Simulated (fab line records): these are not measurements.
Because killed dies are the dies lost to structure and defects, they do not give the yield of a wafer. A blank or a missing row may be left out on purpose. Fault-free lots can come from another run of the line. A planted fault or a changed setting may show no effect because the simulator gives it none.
fab line records ; flow gf180mcu
[record] lots = 11; wafers = 33; last_day = 33
route steps=602 shown M2@376 V2@403 V3@452 V4@479
lots that met no fault: from a run of the same line without faults
start_h: the number of hours between the record's first day and the start of the first shown wafer of the lot ; wait_h: hours elapsed since this lot's preceding step ; " as in the row above ; L1.1+2: one row covering several wafers at once ; - no value, or no start given ; * or withheld: withheld ; < > ~ a bound
route shown NAME@n: names a module that has steps shown in the file, with the first one's number in the route ; usual: mean and standard deviation over wafers with no fault ; same: alike in all rows ; chamber/n: place in a boat ; sites: each site's reading ; _std_site: how widely they spread, as a standard deviation ; _edge_site: the outer-site mean with the inner-site mean subtracted ; radius_mm: how far each site lies from the wafer's centre ; mask NAME#n: copy n ; behind: the tool/chamber that last shaped the wafer ; hold: cause of the lot's hold/its duration in hours/its outcome ; device: transistor that didn't switch, given as n, p or np ; end of line: at the end of the route, the tests of the same wafers ; step lacking rows: just its recipe ; killed: not the wafer's yield, but the dies lost to structure and defects at the first sort ; map: the dies of a wafer, with x for killed, . for not killed, _ for no die there
set.NAME: the setting the step ran with; set.NAME@STEP: the setting that earlier step ran with ; model.NAME: the simulator's own value behind a step, which no gauge read
one table for each step of the route and one row for each wafer, over a sample of lots
services: when a tool's chamber went out of use (start_h, in hours from the record's first day, below 0 if earlier), for how many hours, and the reason
[[steps]]
[step GF_M2_CD_MEAS_14]
[recipe] target_cd_nm = 280
[usual] cd_nm = 279.8/1.4
lot.wafer;tool;chamber;start_h;wait_h;cd_nm
L904.2;cd_sem-01;-;436.96;0.1;278.9
L904.5;cd_sem-01;-;436.96;0.1;279.5
L904.6;cd_sem-01;-;436.96;0.1;279.6
L906.1;cd_sem-02;-;449.82;0.1;278.2
L906.5;cd_sem-02;-;449.82;0.1;277.3
L906.6;cd_sem-02;-;449.82;0.1;278.5
L907.2;cd_sem-02;-;464.47;0.1;279.5
L907.4;cd_sem-02;-;464.47;0.1;280.6
L907.5;cd_sem-02;-;464.47;0.1;280.1
L908.1;cd_sem-01;-;466.09;0.1;279.3
L908.3;cd_sem-01;-;466.09;0.1;279.4
L908.4;cd_sem-01;-;466.09;0.1;278.9
L909.2;cd_sem-02;-;479.04;0.1;278.9
L909.5;cd_sem-02;-;479.04;0.1;279.6
L909.6;cd_sem-02;-;479.04;0.1;278.7
L912.2;cd_sem-02;-;509.22;0.1;282.0
L912.5;cd_sem-02;-;509.22;0.1;280.2
L912.6;cd_sem-02;-;509.22;0.1;280.3
L915.1;cd_sem-02;-;540.11;0.1;279.3
L915.2;cd_sem-02;-;540.11;0.1;279.7
L915.5;cd_sem-02;-;540.11;0.1;279.7
L917.1;cd_sem-01;-;559.19;0.1;280.2
L917.4;cd_sem-01;-;559.19;0.1;281.5
L917.5;cd_sem-01;-;559.19;0.1;280.7
L922.1;cd_sem-02;-;591.19;0.1;279.3
L922.3;cd_sem-02;-;591.19;0.1;280.2
L922.4;cd_sem-02;-;591.19;0.1;279.2
L923.1;cd_sem-02;-;596.75;0.1;279.9
L923.2;cd_sem-02;-;596.75;0.1;280.5
L923.3;cd_sem-02;-;596.75;0.1;281.1
L924.1;cd_sem-02;-;602.40;0.1;280.4
L924.2;cd_sem-02;-;602.40;0.1;279.8
L924.3;cd_sem-02;-;602.40;0.1;281.4
[step GF_V2_SPUTTER_21]
[recipe] material = Ti; target_thk_nm = 15; chamber_pressure_pa = 5; power_w = 2500; substrate_temp_c = 200; time_s = 80.02
[usual] cathode_dc_power_W = 2500.0/0.43; throttle_valve_pct = 30.4/1.3
lot.wafer;tool;chamber;start_h;wait_h;cathode_dc_power_W;throttle_valve_pct
L904.2;pvd_sputter-03;-;462.71;0.0;2499.8;30.1
L904.5;pvd_sputter-03;-;462.71;0.0;2500.5;30.1
L904.6;pvd_sputter-03;-;462.71;0.0;2499.8;31.8
L906.1;pvd_sputter-04;-;475.23;0.0;2499.9;30.8
L906.5;pvd_sputter-04;-;475.23;0.0;2500.0;31.8
L906.6;pvd_sputter-04;-;475.23;0.0;2500.2;29.8
L907.2;pvd_sputter-04;-;490.53;0.0;2499.8;29.9
L907.4;pvd_sputter-04;-;490.53;0.0;2500.3;30.8
L907.5;pvd_sputter-04;-;490.53;0.0;2500.1;31.8
L908.1;pvd_sputter-03;-;491.51;0.0;2500.6;31.9
L908.3;pvd_sputter-03;-;491.51;0.0;2500.7;28.3
L908.4;pvd_sputter-03;-;491.51;0.0;2499.8;30.2
L909.2;pvd_sputter-01;-;504.58;0.0;2499.6;28.8
L909.5;pvd_sputter-01;-;504.58;0.0;2500.1;30.0
L909.6;pvd_sputter-01;-;504.58;0.0;2499.5;30.3
L912.2;pvd_sputter-04;-;534.90;0.0;2499.5;32.0
L912.5;pvd_sputter-04;-;534.90;0.0;2500.2;31.6
L912.6;pvd_sputter-04;-;534.90;0.0;2499.3;32.3
L915.1;pvd_sputter-01;-;564.89;0.0;2500.9;30.4
L915.2;pvd_sputter-01;-;564.89;0.0;2499.8;30.2
L915.5;pvd_sputter-01;-;564.89;0.0;2499.1;28.7
L917.1;pvd_sputter-04;-;584.19;0.0;2499.7;30.5
L917.4;pvd_sputter-04;-;584.19;0.0;2500.3;30.0
L917.5;pvd_sputter-04;-;584.19;0.0;2500.3;29.7
L922.1;pvd_sputter-03;-;614.74;0.0;2499.8;31.6
L922.3;pvd_sputter-03;-;614.74;0.0;2499.9;30.5
L922.4;pvd_sputter-03;-;614.74;0.0;2500.5;28.7
L923.1;pvd_sputter-04;-;620.21;0.0;2500.2;31.0
L923.2;pvd_sputter-04;-;620.21;0.0;2500.0;32.3
L923.3;pvd_sputter-04;-;620.21;0.0;2500.4;29.9
L924.1;pvd_sputter-04;-;626.16;0.0;2499.5;30.9
L924.2;pvd_sputter-04;-;626.16;0.0;2499.5;29.7
L924.3;pvd_sputter-04;-;626.16;0.0;2500.7;31.9
[step GF_V3_CVD_23]
[recipe] material = W; target_thk_nm = 350; time_s = 104.9; temp_c = 400; pressure_torr = 40
[usual] heater_power_outer_w = 553/90; heater_power_w = 846/160; susceptor_temp_C = 400.03/0.22
lot.wafer;tool;chamber;start_h;wait_h;heater_power_outer_w;heater_power_w;susceptor_temp_C
L904.2;cvd_w-02;1;512.56;0.0;422;666;400.00
L904.5;cvd_w-02;1;512.56;0.0;415;648;399.90
L904.6;cvd_w-02;0;512.56;0.0;506;709;400.23
L906.1;cvd_w-02;0;524.66;0.0;502;695;400.42
L906.5;cvd_w-02;0;524.66;0.0;494;690;400.29
L906.6;cvd_w-02;1;524.66;0.0;407;671;400.11
L907.2;cvd_w-01;1;540.01;0.0;674;1075;400.28
L907.4;cvd_w-01;0;540.01;0.0;557;855;400.20
L907.5;cvd_w-01;0;540.01;0.0;544;839;400.13
L908.1;cvd_w-01;0;540.68;0.0;557;882;399.66
L908.3;cvd_w-01;0;540.68;0.0;562;862;400.11
L908.4;cvd_w-01;1;540.68;0.0;667;1047;400.32
L909.2;cvd_w-01;0;553.81;0.0;552;858;400.05
L909.5;cvd_w-01;0;553.81;0.0;573;854;399.85
L909.6;cvd_w-01;1;553.81;0.0;672;1064;400.39
L912.2;cvd_w-01;0;583.36;0.0;566;870;399.94
L912.5;cvd_w-01;1;583.36;0.0;661;1031;399.65
L912.6;cvd_w-01;0;583.36;0.0;577;858;400.21
L915.1;cvd_w-01;0;610.86;0.0;559;864;399.89
L915.2;cvd_w-01;1;610.86;0.0;664;1061;399.50
L915.5;cvd_w-01;0;610.86;0.0;568;871;399.72
L917.1;cvd_w-02;1;630.08;0.0;422;656;400.25
L917.4;cvd_w-02;0;630.08;0.0;495;721;399.76
L917.5;cvd_w-02;1;630.08;0.0;413;672;400.19
L922.1;cvd_w-01;0;658.63;0.0;742;1118;443.29
L922.3;cvd_w-01;0;658.63;0.0;735;1143;443.09
L922.4;cvd_w-01;1;658.63;0.0;886;1409;443.47
L923.1;cvd_w-02;0;664.26;0.0;518;711;400.04
L923.2;cvd_w-02;1;664.26;0.0;425;669;400.17
L923.3;cvd_w-02;1;664.26;0.0;426;670;400.13
L924.1;cvd_w-01;1;668.34;0.0;887;1316;443.16
L924.2;cvd_w-01;0;668.34;0.0;742;1117;443.10
L924.3;cvd_w-01;1;668.34;0.0;882;1396;442.96
[step GF_V3_RS_MEAS_24]
[recipe] thk_meas_gauge = four-point-probe; reads = W_of_V3_CVD_23+TiN_of_V3_SPUTTER_22+Ti_of_V3_SPUTTER_21
[usual] V3_W_RS = 0.326/0.0031
lot.wafer;tool;chamber;start_h;wait_h;V3_W_RS[ohm/sq]
L904.2;film_metro-01;-;512.69;0.1;0.329
L904.5;film_metro-01;-;512.69;0.1;0.329
L904.6;film_metro-01;-;512.69;0.1;0.328
L906.1;film_metro-01;-;524.77;0.1;0.330
L906.5;film_metro-01;-;524.77;0.1;0.331
L906.6;film_metro-01;-;524.77;0.1;0.332
L907.2;film_metro-04;-;540.14;0.1;0.328
L907.4;film_metro-04;-;540.14;0.1;0.331
L907.5;film_metro-04;-;540.14;0.1;0.333
L908.1;film_metro-04;-;540.80;0.1;0.324
L908.3;film_metro-04;-;540.80;0.1;0.328
L908.4;film_metro-04;-;540.80;0.1;0.328
L909.2;film_metro-03;-;553.94;0.1;0.325
L909.5;film_metro-03;-;553.94;0.1;0.321
L909.6;film_metro-03;-;553.94;0.1;0.323
L912.2;film_metro-04;-;583.49;0.1;0.325
L912.5;film_metro-04;-;583.49;0.1;0.325
L912.6;film_metro-04;-;583.49;0.1;0.323
L915.1;film_metro-03;-;610.97;0.1;0.324
L915.2;film_metro-03;-;610.97;0.1;0.324
L915.5;film_metro-03;-;610.97;0.1;0.326
L917.1;film_metro-04;-;630.19;0.1;0.322
L917.4;film_metro-04;-;630.19;0.1;0.324
L917.5;film_metro-04;-;630.19;0.1;0.324
L922.1;film_metro-03;-;658.74;0.1;0.195
L922.3;film_metro-03;-;658.74;0.1;0.196
L922.4;film_metro-03;-;658.74;0.1;0.195
L923.1;film_metro-03;-;664.38;0.1;0.332
L923.2;film_metro-03;-;664.38;0.1;0.324
L923.3;film_metro-03;-;664.38;0.1;0.329
L924.1;film_metro-01;-;668.45;0.1;0.194
L924.2;film_metro-01;-;668.45;0.1;0.192
L924.3;film_metro-01;-;668.45;0.1;0.195
[step GF_V3_THK_MEAS_25]
[recipe] thk_meas_gauge = xrf; reads = W_of_V3_CVD_23
[usual] V3_W_THK = 357/5.4
lot.wafer;tool;chamber;start_h;wait_h;V3_W_THK[nm]
L904.2;film_metro-01;-;512.80;0.1;357
L904.5;film_metro-01;-;512.80;0.1;353
L904.6;film_metro-01;-;512.80;0.1;352
L906.1;film_metro-01;-;524.89;0.1;353
L906.5;film_metro-01;-;524.89;0.1;353
L906.6;film_metro-01;-;524.89;0.1;353
L907.2;film_metro-04;-;540.25;0.1;348
L907.4;film_metro-04;-;540.25;0.1;345
L907.5;film_metro-04;-;540.25;0.1;344
L908.1;film_metro-04;-;540.92;0.1;351
L908.3;film_metro-04;-;540.92;0.1;348
L908.4;film_metro-04;-;540.92;0.1;348
L909.2;film_metro-03;-;554.05;0.1;354
L909.5;film_metro-03;-;554.05;0.1;361
L909.6;film_metro-03;-;554.05;0.1;360
L912.2;film_metro-04;-;583.60;0.1;362
L912.5;film_metro-04;-;583.60;0.1;361
L912.6;film_metro-04;-;583.60;0.1;364
L915.1;film_metro-03;-;611.09;0.1;359
L915.2;film_metro-03;-;611.09;0.1;361
L915.5;film_metro-03;-;611.09;0.1;359
L917.1;film_metro-04;-;630.31;0.1;360
L917.4;film_metro-04;-;630.31;0.1;361
L917.5;film_metro-04;-;630.31;0.1;358
L922.1;film_metro-03;-;658.86;0.1;-
L922.3;film_metro-03;-;658.86;0.1;-
L922.4;film_metro-03;-;658.86;0.1;-
L923.1;film_metro-03;-;664.50;0.1;350
L923.2;film_metro-03;-;664.50;0.1;359
L923.3;film_metro-03;-;664.50;0.1;354
L924.1;film_metro-01;-;668.57;0.1;-
L924.2;film_metro-01;-;668.57;0.1;-
L924.3;film_metro-01;-;668.57;0.1;-
[step GF_V3_CMP_26]
[recipe] stop_on = SiO2; down_force_psi = 3.5; platen_rpm = 60; t_overpolish_s = 15; target_thk_nm = 0; pad_velocity_m_s = 0.94248
[usual] motor_current_A = 11.3/1.4; time_to_endpoint_s = 85.6/2.8
lot.wafer;tool;chamber;start_h;wait_h;motor_current_A;time_to_endpoint_s
L904.2;cmp-01;2;513.00;0.2;11.1;88.7
L904.5;cmp-01;3;513.00;0.2;11.1;90.4
L904.6;cmp-01;0;513.00;0.2;11.4;83.8
L906.1;cmp-02;0;525.10;0.2;10.5;87.6
L906.5;cmp-02;1;525.10;0.2;9.7;83.9
L906.6;cmp-02;2;525.10;0.2;10.6;83.4
L907.4;cmp-01;2;540.35;0.1;11.3;83.7
L907.2;cmp-01;0;540.35;0.1;11.7;80.4
L907.5;cmp-01;1;540.35;0.1;12.5;82.7
L908.4;cmp-01;0;540.98;0.0;11.1;81.6
L908.1;cmp-01;1;540.98;0.0;12.9;81.8
L908.3;cmp-01;3;540.98;0.0;10.7;87.4
L909.2;cmp-01;3;554.25;0.2;10.5;87.5
L909.5;cmp-01;0;554.25;0.2;11.2;83.4
L909.6;cmp-01;1;554.25;0.2;13.2;87.3
L912.2;cmp-01;1;583.75;0.1;12.6;85.4
L912.6;cmp-01;3;583.75;0.1;10.6;88.8
L912.5;cmp-01;0;583.75;0.1;11.1;86.8
L915.1;cmp-01;2;611.20;0.1;11.7;87.6
L915.2;cmp-01;0;611.20;0.1;11.4;86.5
L915.5;cmp-01;1;611.20;0.1;13.2;85.0
L917.4;cmp-02;0;630.42;0.1;10.3;87.4
L917.1;cmp-02;2;630.42;0.1;10.8;86.4
L917.5;cmp-02;0;630.42;0.1;10.4;85.3
L922.3;cmp-02;1;658.92;0.0;9.8;141.5
L922.1;cmp-02;3;658.92;0.0;14.1;141.0
L922.4;cmp-02;0;658.92;0.0;11.0;139.7
L923.1;cmp-01;0;664.56;0.1;10.6;82.3
L923.2;cmp-01;1;664.56;0.1;12.8;83.1
L923.3;cmp-01;2;664.56;0.1;11.3;82.3
L924.1;cmp-02;2;668.63;0.1;10.6;140.4
L924.3;cmp-02;3;668.63;0.1;14.7;138.8
L924.2;cmp-02;0;668.63;0.1;10.3;142.1
[step GF_V4_THK_MEAS_03]
[recipe] reads = SiO2_of_V4_CVD_02
[usual] V4_CVD_02_THK = 853/12
lot.wafer;tool;chamber;start_h;wait_h;V4_CVD_02_THK[nm]
L904.2;film_metro-04;-;536.96;0.0;852
L904.5;film_metro-04;-;536.96;0.0;864
L904.6;film_metro-04;-;536.96;0.0;856
L906.1;film_metro-02;-;548.78;0.0;861
L906.5;film_metro-02;-;548.78;0.0;885
L906.6;film_metro-02;-;548.78;0.0;878
L907.2;film_metro-01;-;563.50;0.0;843
L907.4;film_metro-01;-;563.50;0.0;861
L907.5;film_metro-01;-;563.50;0.0;847
L908.1;film_metro-04;-;564.72;0.0;858
L908.3;film_metro-04;-;564.72;0.0;845
L908.4;film_metro-04;-;564.72;0.0;857
L909.2;film_metro-01;-;577.67;0.0;854
L909.5;film_metro-01;-;577.67;0.0;860
L909.6;film_metro-01;-;577.67;0.0;873
L912.2;film_metro-02;-;606.97;0.0;850
L912.5;film_metro-02;-;606.97;0.0;884
L912.6;film_metro-02;-;606.97;0.0;876
L915.1;film_metro-02;-;633.70;0.0;857
L915.2;film_metro-02;-;633.70;0.0;854
L915.5;film_metro-02;-;633.70;0.0;868
L917.1;film_metro-02;-;652.46;0.0;847
L917.4;film_metro-02;-;652.46;0.0;858
L917.5;film_metro-02;-;652.46;0.0;865
L922.1;film_metro-01;-;679.71;0.1;847
L922.3;film_metro-01;-;679.71;0.1;852
L922.4;film_metro-01;-;679.71;0.1;863
L923.1;film_metro-04;-;684.77;0.0;832
L923.2;film_metro-04;-;684.77;0.0;831
L923.3;film_metro-04;-;684.77;0.0;835
L924.1;film_metro-01;-;688.77;0.0;836
L924.2;film_metro-01;-;688.77;0.0;836
L924.3;film_metro-01;-;688.77;0.0;830
[[services]]
tool;chamber;start_h;hours;kind
cmp-01;-;448.56;13.1;pm
pvd_sputter-01;-;454.93;3.0;repair
cmp-01;-;473.50;1.5;repair
pvd_sputter-03;-;474.72;1.9;repair
pvd_sputter-04;-;476.21;8.3;repair
cvd_w-01;-;495.38;0.6;repair
cvd_w-01;-;518.22;0.5;repair
cmp-01;-;519.05;2.3;repair
pvd_sputter-04;2;533.82;-;consumable_replace:kit
pvd_sputter-04;2;533.82;18.0;scheduled_down
pvd_sputter-04;2;533.82;18.0;vent_cycle
pvd_sputter-04;-;544.00;1.8;repair
pvd_sputter-01;-;569.99;1.6;repair
cmp-02;-;572.00;4.0;pm
cmp-02;-;576.00;-;consumable_replace:conditioner
cmp-02;-;576.00;-;consumable_replace:pad
cvd_w-01;0;596.15;1.5;repair
pvd_sputter-04;-;597.29;5.3;repair
pvd_sputter-04;-;605.57;1.6;repair
pvd_sputter-03;-;619.28;4.8;repair
cmp-02;-;620.79;1.8;repair
pvd_sputter-03;3;630.06;-;consumable_replace:kit
pvd_sputter-04;-;646.82;2.0;repair
cmp-01;-;658.66;0.8;repair
[[key]]
[first_sign] step = GF_V3_CVD_23; reading = susceptor_temp_C; direction = up; sigmas = 99+; usual = *; struck = *
[effect] step = GF_V3_CVD_23; reading = heater_power_outer_w; direction = up; sigmas = 2.9; usual = 553; struck = 812
[effect] step = GF_V3_RS_MEAS_24; reading = V3_W_RS; direction = down; sigmas = 43; usual = 0.326; struck = 0.194
[effect] step = GF_V3_THK_MEAS_25; reading = V3_W_THK; direction = missing
[effect] step = GF_V3_CMP_26; reading = time_to_endpoint_s; direction = up; sigmas = 20; usual = *; struck = *
met_at GF_V3_CVD_23
struck_lots L922,L924
not_acting_at GF_M2_CD_MEAS_14,GF_V2_SPUTTER_21,GF_V4_THK_MEAS_03
onset_between 610.86 658.63
[fault] kind = process_parameter_drift; tool = cvd_w-01; chamber = -; onset_h = 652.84; steps = GF_V3_CVD_23; channel = temp_c; offset = *; shape = step; end_h = 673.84; acts_in = *; stated = *
